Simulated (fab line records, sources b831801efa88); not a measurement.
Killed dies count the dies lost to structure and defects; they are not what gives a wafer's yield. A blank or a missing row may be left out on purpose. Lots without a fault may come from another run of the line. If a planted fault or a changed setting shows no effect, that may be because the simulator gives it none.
A struck lot beside a sound one :: flow sky130 :: 24 steps out of a route of 708
Sound: these wafers, L126.1, L126.2, L126.5. Wafers struck: L132.2, L132.3, L132.4. The cause is given at the end.
Order at every step that has rows: each side's tool, ch and its chambers, its first start. Under that, the readings that differ: sound wafers :: struck wafers :: difference of the means :: sigmas: that difference in standard deviations of wafers without a fault.
alike: readings with means less than 2 such deviations apart, plus words and numbers identical on both sides. not compared: withheld readings, readings lacking a value on some wafer, bounds such as >300 that could conceal the same value, and numbers that have no deviation in the record and whose values overlap.
Wherever a step has rows on one side only, a row that says differs or no value, or a row with sigmas, the two part there. Numbers that have no deviation but don't overlap get no sigmas and don't part them. Lack of a reading on every wafer of one side parts them only where that side has two or more wafers.

first, 4 steps without rows for these wafers: SKY_CAPM_SOFTBAKE_08 (time 60 s); SKY_CAPM_EXPOSE_09 (exposes mask CAPM, target cd 1000 nm); SKY_CAPM_PEB_10; SKY_CAPM_DEVELOP_11 (develop time 60 s).
SKY_CAPM_OVL_MEAS_12:
  sound on overlay-02, day 38 21:59; struck on overlay-01, day 40 21:45
  alike: CAPM_OVL
SKY_CAPM_METAL_ETCH_13: etches TiN in Cl2/BCl3, stops on SiO2, target depth 220 nm, time 62.9 s.
  sound on rie_metal-03 ch 1, day 38 22:02; struck on rie_metal-03 ch 0,1, day 40 21:47
reading: oes_product_au (a.u.)
sound: 0.934 0.927 0.938
struck: 0.954 0.961 0.959
difference: +0.025
sigmas: +3
  alike: drypump_motor_current_A, throttle_valve_pct
  not compared: rf_hours_counter_h
SKY_CAPM_STRIP_14: strips in O2/N2.
  sound on plasma_asher-01 ch 0,1, day 38 22:11; struck on plasma_asher-04 ch 0,1, day 40 21:52
  alike: drypump_motor_current_A, oes_product_au, strip_time_to_endpoint_s
  not compared: rf_hours_counter_h
then, 5 steps without rows for these wafers: SKY_CAPM_STRIP_15 (strips in post etch residue remover, time 1200 s); SKY_CAPM_CLEAN_16 (cleans in IPA, time 180 s); SKY_CAPM_CLEAN_17 (cleans in O3/DIW); SKY_METAL3_DEHYDRATE_05 (time 60 s); SKY_METAL3_HMDS_06 (prime time 60 s).
SKY_METAL3_COAT_07: resist thk 60 nm.
  sound on litho_track-02 ch 0, day 39 10:37; struck on litho_track-04 ch 0, day 41 10:40
then, 5 steps without rows for these wafers: SKY_METAL3_COAT_08 (resist thk 1140 nm); SKY_METAL3_SOFTBAKE_09 (time 90 s); SKY_METAL3_EXPOSE_10 (exposes mask MM3, target cd 300 nm); SKY_METAL3_PEB_11; SKY_METAL3_DEVELOP_12 (develop time 60 s).
SKY_METAL3_CD_MEAS_13: the cd target is 300 nm.
  sound on cd_sem-02, day 39 20:31; struck on cd_sem-01, day 41 22:05
  alike: cd_nm
SKY_METAL3_OVL_MEAS_14:
  sound on overlay-01, day 39 20:38; struck on overlay-01, day 41 22:11
  alike: METAL3_OVL
SKY_METAL3_DESCUM_15: chemistry O2, time 8 s.
  sound on rie_metal-01 ch 0,1, day 39 20:40; struck on rie_metal-02 ch 0,1, day 41 22:13
  alike: drypump_motor_current_A, oes_product_au, temp_c
  not compared: rf_hours_counter_h
SKY_METAL3_ETCH_16: etches BARC in N2/H2, stops on SiO2, time 88.2 s, target depth 60 nm.
  sound on rie_metal-01 ch 0,1, day 39 20:43; struck on rie_metal-02 ch 0,1, day 41 22:16
reading: oes_product_au (a.u.)
sound: 0.617 0.624 0.627
struck: 0.597 0.601 0.600
difference: -0.023
sigmas: -5

reading: model.etch.depth_nm (nm)
sound: 60.29 60.41 60.34
struck: 54.26 54.32 54.37
difference: -6.03
sigmas: 
  alike: drypump_motor_current_A, throttle_valve_pct
  not compared: rf_hours_counter_h
SKY_METAL3_ETCH_17: etches SiO2 in C4F8/O2/Ar, stops on TiN, time 3.9 s, target depth 15 nm.
  sound on rie_diel-04 ch 0,3, day 39 20:48; struck on rie_diel-02 ch 1,2,3, day 41 22:21
  alike: oes_product_au
  not compared: rf_hours_counter_h
SKY_PAD_OPEN_PROBE_99:
  the record holds rows for the sound wafers here (prober-02, day 47 00:52) but none for the struck ones

## WHERE THEY PART
First at SKY_CAPM_METAL_ETCH_13; last, within this record, at SKY_PAD_OPEN_PROBE_99.

WHY: whatever the simulator had introduced
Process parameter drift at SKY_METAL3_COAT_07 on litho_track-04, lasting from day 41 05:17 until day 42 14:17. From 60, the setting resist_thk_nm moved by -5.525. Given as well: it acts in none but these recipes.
